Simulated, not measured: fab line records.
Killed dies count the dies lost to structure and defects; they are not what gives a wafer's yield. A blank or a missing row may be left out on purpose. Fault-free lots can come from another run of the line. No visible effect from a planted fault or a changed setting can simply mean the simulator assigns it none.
Chamber matching / flow sky130 / SKY_VIA2_CMP_02 on cmp-01: 4 sister chambers
The step polishes SiO2. 4 wafers are shown with their chamber, then 8 later ones without.

## WAFERS PAIRED WITH THEIR CHAMBERS
wafer=L171.2; chamber=2; motor_current_A (A)=10.9
wafer=L171.4; chamber=1; motor_current_A (A)=13.0
wafer=L171.5; chamber=3; motor_current_A (A)=10.7
wafer=L173.1; chamber=0; motor_current_A (A)=11.5

## WAFERS WITHOUT THEIR CHAMBER
wafer=L173.3; motor_current_A (A)=11.4
wafer=L173.4; motor_current_A (A)=12.3
wafer=L174.3; motor_current_A (A)=11.8
wafer=L174.4; motor_current_A (A)=10.4
wafer=L174.5; motor_current_A (A)=10.9
wafer=L186.2; motor_current_A (A)=10.5
wafer=L186.4; motor_current_A (A)=12.1
wafer=L186.6; motor_current_A (A)=11.3

## THE CHAMBER EACH PASSED THROUGH
wafer=L173.3; from the rows above=can't be placed: 0 or 2 or 3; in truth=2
wafer=L173.4; from the rows above=can't be placed: 1 or 0 or 2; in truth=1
wafer=L174.3; from the rows above=can't be placed: 0 or 2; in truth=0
wafer=L174.4; from the rows above=can't be placed: 3 or 2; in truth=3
wafer=L174.5; from the rows above=can't be placed: 2 or 3 or 0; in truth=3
wafer=L186.2; from the rows above=can't be placed: 3 or 2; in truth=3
wafer=L186.4; from the rows above=can't be placed: 0 or 1 or 2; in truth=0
wafer=L186.6; from the rows above=can't be placed: 0 or 2 or 3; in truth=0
0 of 8 placed correctly. Not placeable from these rows: 8 (in 8, the candidates include the true chamber). Number placed wrongly: 0.
How it was worked out, from the rows above alone: a wafer's distance from a chamber is the root of the sum, over the readings, of the square of ((its reading less the chamber's mean) divided by the reading's scatter). If the next closest chamber is less than 2 further off than the closest, the wafer can't be placed; otherwise it belongs to the closest. For every chamber, the mean is computed from those of its wafers that are shown. The scatter: root of mean squared gap, hidden wafer to nearest shown wafer, with one shown wafer a chamber.
